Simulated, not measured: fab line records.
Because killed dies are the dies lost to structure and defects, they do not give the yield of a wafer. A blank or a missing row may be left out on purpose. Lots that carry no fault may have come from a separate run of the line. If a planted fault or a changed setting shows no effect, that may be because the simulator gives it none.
fab line records	flow sky130
record: lots: 6	wafers: 18	lastDay: 49
route steps=708 shown METAL2@495 VIA2@507 PAD_OPEN@708
lots with no fault: from the same line, run without faults
startH: start of the lot's first displayed wafer, in hours after the record's first day	waitH: hours elapsed since this lot's preceding step	" the same as in the row above	L1.1+2: a row that stands for several wafers	- no value present, or no start provided	* or withheld: withheld	< > ~ a bound
route shown NAME@n: a module of which the file shows steps, and the number in the route of the first	usual: the fault-free wafers' mean and standard deviation	same: alike in all rows	chamber/n: place in a boat	sites: the reading at each site	_std_site: the values' standard deviation	_edge_site: outer sites' mean less inner sites'	radiusMm: how far each site lies from the wafer's centre	mask NAME#n: copy n	behind: the most recent tool/chamber to have shaped the wafer	hold: reason for holding the lot/hours on hold/outcome of the hold	device: the n, p or np transistor that did not switch	end of line: the same wafers' tests at the end of the route	a step given without rows: its recipe and nothing more	killed: at the first sort, the dies lost to defects and structure; wafer yield is something else	map: a wafer's dies, x killed, . not, _ none there
set.NAME: the run value of the setting; set.NAME@STEP: its run value at that earlier step	model.NAME: the simulator's own value behind a step, which no gauge read
certain route steps with their lots: each step a table, each wafer a row
services: from which hour (startH, from the record's first day; less than 0 if before it) a tool's chamber was out of use, for how many hours, and why
== steps ==
step: SKY_METAL2_EXPOSE_12
recipe: maskId: MM2	na: 0.8	sourceShape: annular	sigmaInner: 0.55	sigmaOuter: 0.85	targetCdNm: 140	doseMj: 28
step: SKY_METAL2_PEB_13
recipe: pebTempC: withheld	pebTimeS: withheld	resist: KrF-thick
step: SKY_METAL2_DEVELOP_14
recipe: developTimeS: 60	resist: KrF-thick	devTempC: 21
step: SKY_METAL2_CD_MEAS_15
recipe: targetCdNm: 140
usual: cdNm: 140.2/1.7
lot.wafer	tool	chamber	startH	waitH	cdNm
L855.2	cdSem-01	-	832.50	-	139.4
L855.4	"	-	"	"	139.8
L855.6	"	-	"	"	140.2
L864.1	cdSem-01	-	902.93	-	140.0
L864.4	"	-	"	"	139.5
L864.6	"	-	"	"	138.2
L866.2	cdSem-01	-	917.53	-	143.1
L866.3	"	-	"	"	142.6
L866.4	"	-	"	"	142.5
L867.2	cdSem-01	-	921.75	-	138.3
L867.4	"	-	"	"	141.0
L867.6	"	-	"	"	138.8
L868.3	cdSem-01	-	933.72	-	140.3
L868.5	"	-	"	"	140.5
L868.6	"	-	"	"	141.4
L870.4	cdSem-01	-	948.14	-	137.5
L870.5	"	-	"	"	138.6
L870.6	"	-	"	"	138.9
step: SKY_METAL2_OVL_MEAS_16
usual: METAL2_OVL: 1/5.4
lot.wafer	tool	chamber	startH	waitH	METAL2_OVL[nm]
L855.2	overlay-02	-	832.61	0.1	3
L855.4	"	-	"	"	1
L855.6	"	-	"	"	3
L864.1	overlay-01	-	903.05	0.1	7
L864.4	"	-	"	"	5
L864.6	"	-	"	"	4
L866.2	overlay-01	-	917.64	0.1	9
L866.3	"	-	"	"	4
L866.4	"	-	"	"	7
L867.2	overlay-02	-	921.86	0.1	6
L867.4	"	-	"	"	3
L867.6	"	-	"	"	8
L868.3	overlay-02	-	933.81	0.1	3
L868.5	"	-	"	"	2
L868.6	"	-	"	"	2
L870.4	overlay-02	-	948.25	0.1	11
L870.5	"	-	"	"	4
L870.6	"	-	"	"	4
step: SKY_METAL2_DESCUM_17
recipe: chemistry: O2	sourcePowerW: 150	biasPowerW: 0	pressureMtorr: 10	tempC: 40	timeS: 8
usual: drypumpMotorCurrentA: 5.9/0.49	oesProductAu: 1.000/0.012
lot.wafer	tool	chamber	startH	waitH	drypumpMotorCurrentA	oesProductAu	rfHoursCounterH
L855.2	rieMetal-04	1	832.64	0.0	6.8	0.999	7
L855.4	"	0	"	"	6.4	1.031	-
L855.6	"	0	"	"	6.4	1.014	-
L864.1	rieMetal-03	1	903.09	0.0	6.1	1.002	8
L864.4	"	1	"	"	6.1	1.005	-
L864.6	"	1	"	"	6.1	0.995	-
L866.2	rieMetal-04	1	917.67	0.0	6.8	1.004	11
L866.3	"	0	"	"	6.4	1.018	-
L866.4	"	1	"	"	6.8	1.002	-
L867.2	rieMetal-03	0	921.89	0.0	5.5	0.982	0
L867.4	"	1	"	"	6.1	1.002	-
L867.6	"	0	"	"	5.4	0.997	-
L868.3	rieMetal-03	1	933.85	0.0	6.1	1.009	-
L868.5	"	0	"	"	5.4	1.007	-
L868.6	"	1	"	"	6.1	1.013	-
L870.4	rieMetal-04	0	948.28	0.0	6.4	1.017	-
L870.5	"	0	"	"	6.4	1.001	-
L870.6	"	1	"	"	6.8	1.014	-
step: SKY_METAL2_ETCH_18
recipe: chemistry: N2/H2	target: BARC	ionEnergyEv: 200	biasW: 100	pressureMtorr: 30	n2FlowSccm: 100	h2FlowSccm: 200	icpW: 500	stopOn: SiO2	timeS: 45.9	targetDepthA: 600
usual: drypumpMotorCurrentA: 5.9/0.49	oesProductAu: 0.854/0.0046	throttleValvePct: 13.224/0.0093
lot.wafer	tool	chamber	startH	waitH	drypumpMotorCurrentA	oesProductAu	rfHoursCounterH	throttleValvePct
L855.2	rieMetal-04	1	832.67	0.0	6.7	0.848	7	13.225
L855.4	"	0	"	"	6.4	0.860	-	13.221
L855.6	"	0	"	"	6.4	0.851	-	13.219
L864.1	rieMetal-03	1	903.15	0.1	6.1	0.856	8	13.235
L864.4	"	1	"	"	6.1	0.850	-	13.210
L864.6	"	1	"	"	6.1	0.861	-	13.230
L866.2	rieMetal-04	1	917.70	0.0	6.8	0.850	11	13.227
L866.3	"	0	"	"	6.4	0.852	-	13.229
L866.4	"	1	"	"	6.7	0.857	-	13.229
L867.2	rieMetal-03	0	921.92	0.0	5.5	0.852	0	13.222
L867.4	"	1	"	"	6.1	0.855	-	13.227
L867.6	"	0	"	"	5.5	0.862	-	13.214
L868.3	rieMetal-03	1	933.89	0.0	6.1	0.853	-	13.240
L868.5	"	0	"	"	5.4	0.850	-	13.232
L868.6	"	1	"	"	6.1	0.857	-	13.218
L870.4	rieMetal-04	0	948.32	0.0	6.4	0.850	-	13.228
L870.5	"	0	"	"	6.4	0.856	-	13.213
L870.6	"	1	"	"	6.8	0.854	-	13.210
step: SKY_METAL2_METAL_ETCH_19
recipe: targetDepthA: 3600	stopOn: SiO2	overEtchFrac: 0.3	timeS: 78	chemistry: Cl2/BCl3	resistSidewallDeg: 88	pressureMtorr: 10	icpW: 900	biasW: 48.5	Cl2_flow_sccm: 60	bcl3FlowSccm: 30
usual: drypumpMotorCurrentA: 5.9/0.49	oesProductAu: 0.855/0.0058	throttleValvePct: 22.264/0.01
lot.wafer	tool	chamber	startH	waitH	drypumpMotorCurrentA	oesProductAu	rfHoursCounterH	throttleValvePct
L855.2	rieMetal-04	1	832.73	0.0	6.8	0.860	7	22.276
L855.4	"	0	"	"	6.4	0.855	-	22.281
L855.6	"	0	"	"	6.4	0.860	-	22.280
L864.1	rieMetal-03	1	903.28	0.1	6.1	0.845	8	22.266
L864.4	"	1	"	"	6.1	0.855	-	22.250
L864.6	"	1	"	"	6.1	0.846	-	22.275
L866.2	rieMetal-04	1	917.76	0.0	6.8	0.861	11	22.264
L866.3	"	0	"	"	6.4	0.855	-	22.286
L866.4	"	1	"	"	6.7	0.854	-	22.273
L867.2	rieMetal-03	0	921.98	0.0	5.4	0.846	0	22.250
L867.4	"	1	"	"	6.1	0.852	-	22.266
L867.6	"	0	"	"	5.4	0.849	-	22.269
L868.3	rieMetal-03	1	933.96	0.1	6.1	0.849	-	22.262
L868.5	"	0	"	"	5.5	0.846	-	22.281
L868.6	"	1	"	"	6.1	0.863	-	22.280
L870.4	rieMetal-04	0	948.39	0.1	6.4	0.858	-	22.255
L870.5	"	0	"	"	6.4	0.854	-	22.255
L870.6	"	1	"	"	6.7	0.862	-	22.272
step: SKY_METAL2_STRIP_20
recipe: chemistry: O2/N2	powerW: 1400	pressureMtorr: 1500	platenTempC: withheld	o2FlowSccm: 3000	n2FlowSccm: 300	overashFraction: 0.5
usual: drypumpMotorCurrentA: 5.5/0.49	oesProductAu: 0.343/0.0052	stripTimeToEndpointS: 2.69/0.054
lot.wafer	tool	chamber	startH	waitH	drypumpMotorCurrentA	oesProductAu	rfHoursCounterH	stripTimeToEndpointS
L855.2	plasmaAsher-03	0	832.82	0.1	5.0	0.340	101	2.67
L855.4	"	0	"	"	5.0	0.333	-	2.64
L855.6	"	1	"	"	5.1	0.335	-	2.61
L864.1	plasmaAsher-03	0	903.46	0.1	5.1	0.342	108	2.70
L864.4	"	1	"	"	5.1	0.342	-	2.68
L864.6	"	0	"	"	5.1	0.347	-	2.71
L866.2	plasmaAsher-02	0	917.85	0.1	6.2	0.341	78	2.63
L866.3	"	1	"	"	5.2	0.349	-	2.61
L866.4	"	0	"	"	6.2	0.349	-	2.66
L867.2	plasmaAsher-02	1	922.07	0.1	5.2	0.343	79	2.73
L867.4	"	0	"	"	6.3	0.343	-	2.71
L867.6	"	1	"	"	5.2	0.340	-	2.73
L868.3	plasmaAsher-03	0	934.05	0.1	5.0	0.349	-	2.69
L868.5	"	0	"	"	5.0	0.342	-	2.70
L868.6	"	1	"	"	5.1	0.348	-	2.68
L870.4	plasmaAsher-03	1	948.48	0.1	5.0	0.331	-	2.62
L870.5	"	1	"	"	5.0	0.345	-	2.62
L870.6	"	0	"	"	5.0	0.344	-	2.66
step: SKY_METAL2_STRIP_21
recipe: chemistry: postEtchResidueRemover	timeS: 1200	tempC: 72.5
step: SKY_METAL2_CLEAN_22
recipe: chemistry: IPA	timeS: 180	tempC: 25
step: SKY_METAL2_CLEAN_23
recipe: chemistry: O3/DIW	dry: n2Spin
step: SKY_VIA2_HDPCVD_00
recipe: material: SiO2	targetThkNm: 1180	sigmaOpenFrac: 0.3	timeS: 196.7	tempC: 400	sih4FlowSccm: 60	pressureMtorr: 6
lot.wafer	tool	chamber	startH	waitH	model.SiO2_of_VIA2_HDPCVD_00.thkNm
L855.2	hdpcvd-02	1	833.42	0.0	1186
L855.4	"	1	"	"	1194
L855.6	"	0	"	"	1196
L864.1	hdpcvd-01	1	904.05	0.0	1189
L864.4	"	1	"	"	1181
L864.6	"	2	"	"	1211
L866.2	hdpcvd-01	1	918.49	0.0	1175
L866.3	"	0	"	"	1158
L866.4	"	0	"	"	1174
L867.2	hdpcvd-02	2	922.74	0.0	1161
L867.4	"	2	"	"	1162
L867.6	"	1	"	"	1157
L868.3	hdpcvd-01	0	934.63	0.0	2191
L868.5	"	0	"	"	1182
L868.6	"	2	"	"	2204
L870.4	hdpcvd-01	0	949.11	0.1	2197
L870.5	"	2	"	"	1218
L870.6	"	1	"	"	2190
step: SKY_VIA2_THK_MEAS_01
recipe: reads: SiO2_of_VIA2_HDPCVD_00
usual: VIA2_HDPCVD_THK: 1183/13
lot.wafer	tool	chamber	startH	waitH	VIA2_HDPCVD_THK[nm]
L855.2	filmMetro-01	-	833.55	0.1	1186
L855.4	"	-	"	"	1194
L855.6	"	-	"	"	1197
L864.1	filmMetro-01	-	904.17	0.1	1188
L864.4	"	-	"	"	1181
L864.6	"	-	"	"	1211
L866.2	filmMetro-04	-	918.63	0.1	1175
L866.3	"	-	"	"	1158
L866.4	"	-	"	"	1174
L867.2	filmMetro-01	-	922.87	0.1	1160
L867.4	"	-	"	"	1162
L867.6	"	-	"	"	1158
L868.3	filmMetro-03	-	934.77	0.1	2192
L868.5	"	-	"	"	1182
L868.6	"	-	"	"	2204
L870.4	filmMetro-04	-	949.20	0.0	2197
L870.5	"	-	"	"	1218
L870.6	"	-	"	"	2190
step: SKY_VIA2_CMP_02
recipe: material: SiO2	downForcePsi: 4	platenRpm: 60	padVelocityMS: 0.94248
usual: motorCurrentA: 10.7/0.9
lot.wafer	tool	chamber	startH	waitH	motorCurrentA
L855.4	cmp-02	3	833.60	0.0	11.1
L855.2	"	1	"	"	11.8
L855.6	"	3	"	"	11.0
L864.1	cmp-01	2	904.28	0.1	11.4
L864.4	"	3	"	"	10.6
L864.6	"	2	"	"	11.5
L866.2	cmp-02	3	918.68	0.0	11.4
L866.3	"	0	"	"	10.2
L866.4	"	1	"	"	12.0
L867.2	cmp-02	2	922.92	0.0	9.3
L867.4	"	3	"	"	10.7
L867.6	"	3	"	"	10.6
L868.3	cmp-02	2	934.81	0.0	10.0
L868.5	"	2	"	"	9.7
L868.6	"	3	"	"	10.5
L870.4	cmp-02	1	949.38	0.2	12.5
L870.5	"	2	"	"	10.0
L870.6	"	3	"	"	10.6
step: SKY_PAD_OPEN_PROBE_99
usual: defectLimitedYield: 82.4/1.9	killed_at_M0_to_M3: 44/7.5	killed_at_M4_up: 3.2/1.9	killedAtContacts: 23/4.7	killedAtFrontEnd: 15/4.7	killedAtOther: 0.4/0.66	killedDies: 87/9.3	killedOpen: 47/7.2	killedShort: 39/6.5	sort_bin_3_pad_short: 0.8/0.39	sort_bin_5_function: 10.5/1.4	sort_bin_6_memory: 6.3/1.2	sortNPass: 405/9.3	sortYieldPct: 82.4/1.9
same: grossDies: 492	killedAtBackSide: 0	sort_bin_4_leakage[%]: 0	sort_bin_8_speed[%]: 0
lot.wafer	tool	chamber	startH	waitH	defectLimitedYield[%]	killed_at_M0_to_M3	killed_at_M4_up	killedAtContacts	killedAtFrontEnd	killedAtOther	killedDies	killedOpen	killedShort	sort_bin_3_pad_short[%]	sort_bin_5_function[%]	sort_bin_6_memory[%]	sortNPass	sortYieldPct[%]
L855.2	prober-02	-	1086.09	0.1	80.1	47	5	27	19	0	98	45	53	0.6	10.4	8.9	394	80.1
L855.4	prober-02	-	1086.19	0.2	81.5	45	2	30	14	0	91	43	48	1.0	8.9	8.5	401	81.5
L855.6	prober-02	-	1086.29	0.2	83.7	47	1	19	13	0	80	47	33	1.0	8.5	6.7	412	83.7
L864.1	prober-01	-	1144.76	0.1	83.7	42	1	27	9	1	80	44	36	0.6	8.7	6.9	412	83.7
L864.4	prober-01	-	1144.91	0.2	81.7	46	10	18	15	1	90	50	40	1.6	9.6	7.1	402	81.7
L864.6	prober-01	-	1145.01	0.2	82.5	43	2	26	15	0	86	54	31	0.8	11.8	4.9	406	82.5
L866.2	prober-01	-	1152.07	0.1	84.6	30	3	23	19	1	76	42	33	1.2	8.3	5.9	416	84.6
L866.3	prober-01	-	1152.12	0.2	83.1	41	4	21	16	1	83	47	35	0.6	10.4	5.9	409	83.1
L866.4	prober-01	-	1152.17	0.2	79.1	54	4	18	27	0	103	59	43	1.0	10.8	9.1	389	79.1
L867.2	prober-02	-	1154.85	0.1	80.5	54	2	21	18	1	96	48	48	0.8	12.8	5.9	396	80.5
L867.4	prober-02	-	1154.95	0.2	81.3	47	2	19	24	0	92	59	32	0.6	10.6	7.5	400	81.3
L867.6	prober-02	-	1155.05	0.2	78.3	66	0	26	14	1	107	59	48	1.0	13.6	7.1	385	78.3
L868.3	prober-01	-	1164.08	0.2	80.9	48	3	31	12	0	94	57	37	1.0	11.0	7.1	398	80.9
L868.5	prober-01	-	1164.18	0.2	84.3	47	2	18	10	0	77	48	29	0.4	11.4	3.9	415	84.3
L868.6	prober-01	-	1164.23	0.2	81.7	51	0	28	10	1	90	48	38	0.6	10.0	7.7	402	81.7
L870.4	prober-02	-	1173.63	0.2	80.7	58	6	20	11	0	95	51	44	1.2	11.4	6.7	397	80.7
L870.5	prober-02	-	1173.68	0.2	81.9	42	2	27	18	0	89	56	32	0.6	10.0	7.5	403	81.9
L870.6	prober-02	-	1173.73	0.2	82.7	36	2	28	18	1	85	43	40	0.8	10.6	5.9	407	82.7
killed by level:class
L855.2 VIA1:geometricParticle:open=12 POLY_GATE:geometricParticle:open=8 METAL3:geometricParticle:short=7 CONTACT:geometricParticle:short=7 LI_CONTACT:geometricParticle:open=7 CONTACT:geometricParticle:open=7 VIA3:geometricParticle:open=6 LOCAL_INTERCONNECT:geometricParticle:short=5
L855.4 CONTACT:geometricParticle:open=11 METAL2:geometricParticle:short=9 VIA1:geometricParticle:open=8 VIA1:geometricParticle:short=6 CONTACT:geometricParticle:short=6 VIA2:geometricParticle:open=5 LOCAL_INTERCONNECT:geometricParticle:short=5 POLY_GATE:geometricParticle:short=4
L855.6 VIA1:geometricParticle:open=14 VIA2:geometricParticle:open=9 VIA1:geometricParticle:short=8 CONTACT:geometricParticle:short=7 VIA3:geometricParticle:open=6 CONTACT:geometricParticle:open=5 FIELD_ISO:geometricParticle:open=4 LI_CONTACT:geometricParticle:open=4
L864.1 CONTACT:geometricParticle:open=10 VIA2:geometricParticle:open=10 VIA1:geometricParticle:open=9 LI_CONTACT:geometricParticle:open=7 LOCAL_INTERCONNECT:geometricParticle:short=6 METAL2:geometricParticle:short=5 VIA1:geometricParticle:short=4 METAL3:geometricParticle:short=3
L864.4 VIA1:geometricParticle:open=11 VIA2:geometricParticle:open=9 METAL4:geometricParticle:short=8 CONTACT:geometricParticle:open=8 VIA3:geometricParticle:open=6 METAL1:geometricParticle:short=5 VIA1:geometricParticle:short=5 FIELD_ISO:geometricParticle:short=4
L864.6 VIA1:geometricParticle:open=11 CONTACT:geometricParticle:open=9 LI_CONTACT:geometricParticle:open=8 VIA2:geometricParticle:open=7 LOCAL_INTERCONNECT:geometricParticle:short=6 METAL1:geometricParticle:short=5 METAL1:geometricParticle:open=5 VIA1:geometricParticle:short=5
L866.2 FIELD_ISO:geometricParticle:open=9 CONTACT:geometricParticle:open=8 POLY_GATE:geometricParticle:short=5 VIA3:geometricParticle:open=5 VIA2:geometricParticle:open=5 LI_CONTACT:geometricParticle:short=4 VIA1:geometricParticle:short=4 METAL2:geometricParticle:short=4
L866.3 VIA1:geometricParticle:open=9 VIA3:geometricParticle:open=8 LI_CONTACT:geometricParticle:open=7 CONTACT:geometricParticle:open=6 METAL1:geometricParticle:short=6 FIELD_ISO:geometricParticle:open=5 CONTACT:geometricParticle:short=5 VIA2:geometricParticle:open=4
L866.4 VIA1:geometricParticle:open=16 FIELD_ISO:geometricParticle:open=7 METAL1:geometricParticle:short=7 LI_CONTACT:geometricParticle:open=7 VIA3:geometricParticle:open=7 VIA2:geometricParticle:open=7 POLY_GATE:geometricParticle:open=6 VIA1:geometricParticle:short=6
L867.2 CONTACT:geometricParticle:open=11 VIA1:geometricParticle:open=11 METAL2:geometricParticle:short=9 METAL1:geometricParticle:short=8 VIA1:geometricParticle:short=7 FIELD_ISO:geometricParticle:short=6 VIA2:geometricParticle:open=6 POLY_GATE:geometricParticle:short=4
L867.4 VIA1:geometricParticle:open=10 POLY_GATE:geometricParticle:open=8 VIA3:geometricParticle:open=8 LI_CONTACT:geometricParticle:open=7 METAL1:geometricParticle:short=7 VIA2:geometricParticle:open=6 FIELD_ISO:geometricParticle:open=5 CONTACT:geometricParticle:open=4
L867.6 VIA2:geometricParticle:open=14 VIA1:geometricParticle:open=13 CONTACT:geometricParticle:open=12 METAL1:geometricParticle:short=10 METAL2:geometricParticle:short=9 VIA3:geometricParticle:short=6 POLY_GATE:geometricParticle:short=6 LI_CONTACT:geometricParticle:open=5
L868.3 CONTACT:geometricParticle:open=12 LI_CONTACT:geometricParticle:open=11 VIA1:geometricParticle:open=10 VIA2:geometricParticle:open=9 VIA3:geometricParticle:open=7 METAL2:geometricParticle:short=6 FIELD_ISO:geometricParticle:short=4 CONTACT:geometricParticle:short=4
L868.5 VIA1:geometricParticle:open=11 CONTACT:geometricParticle:open=7 LI_CONTACT:geometricParticle:open=6 VIA3:geometricParticle:open=6 VIA2:geometricParticle:open=5 FIELD_ISO:geometricParticle:open=4 VIA3:geometricParticle:short=4 METAL3:geometricParticle:short=4
L868.6 VIA1:geometricParticle:open=17 LI_CONTACT:geometricParticle:open=7 CONTACT:geometricParticle:open=7 VIA2:geometricParticle:open=7 CONTACT:geometricParticle:short=6 LI_CONTACT:geometricParticle:short=5 VIA1:geometricParticle:short=5 METAL2:geometricParticle:short=5
L870.4 VIA1:geometricParticle:open=11 CONTACT:geometricParticle:open=9 VIA2:geometricParticle:open=9 VIA3:geometricParticle:open=8 CONTACT:geometricParticle:short=6 VIA1:geometricParticle:short=6 METAL2:geometricParticle:short=6 METAL4:geometricParticle:short=5
L870.5 CONTACT:geometricParticle:open=16 VIA3:geometricParticle:open=8 VIA1:geometricParticle:open=8 LI_CONTACT:geometricParticle:open=7 METAL1:geometricParticle:short=7 POLY_GATE:geometricParticle:short=5 VIA1:geometricParticle:short=5 FIELD_ISO:geometricParticle:open=4
L870.6 VIA1:geometricParticle:open=10 CONTACT:geometricParticle:open=8 FIELD_ISO:geometricParticle:open=7 LOCAL_INTERCONNECT:geometricParticle:short=7 VIA3:geometricParticle:open=7 LI_CONTACT:geometricParticle:open=6 FIELD_ISO:geometricParticle:short=5 VIA1:geometricParticle:short=5
== services ==
tool	chamber	startH	hours	kind
hdpcvd-01	-	808.87	2.2	repair
cmp-01	-	819.73	0.9	repair
cmp-02	-	822.34	0.8	repair
cmp-01	-	831.29	63.6	repair
cmp-01	-	841.77	2.3	repair
hdpcvd-02	2	855.97	3.4	repair
rieMetal-03	1	869.59	1.9	repair
hdpcvd-02	-	892.06	5.5	pm
cmp-01	-	894.84	5.2	pm
rieMetal-03	0	899.18	-	clean
rieMetal-03	0	899.18	18.5	scheduledDown
rieMetal-03	0	899.18	18.5	ventCycle
cmp-02	-	900.07	5.6	pm
rieMetal-04	-	911.98	0.4	repair
cmp-01	-	912.00	4.0	pm
cmp-01	-	916.00	-	consumableReplace:conditioner
cmp-01	-	916.00	-	consumableReplace:pad
cmp-02	-	925.84	8.8	pm
hdpcvd-02	-	931.33	0.8	repair
== key ==
firstSign: step: SKY_VIA2_THK_MEAS_01	reading: VIA2_HDPCVD_THK	direction: up	sigmas: 80	usual: 1183	struck: 2196
effect none on later readings
modelEffect: step: SKY_VIA2_HDPCVD_00	value: SiO2_of_VIA2_HDPCVD_00.thkNm	without: 1194	struck: 2196
metAt SKY_VIA2_HDPCVD_00
struckWafers L868.3,L868.6,L870.4,L870.6
onsetBetween 918.49 934.63
fault: kind: processParameterDrift	tool: hdpcvd-01	chamber: -	onsetH: 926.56	steps: SKY_VIA2_HDPCVD_00	channel: targetThkNm	offset: 1001.3	shape: step	endH: 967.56	scope: struckWafersOnly	actsIn: theseRecipesOnly	stated: 1180
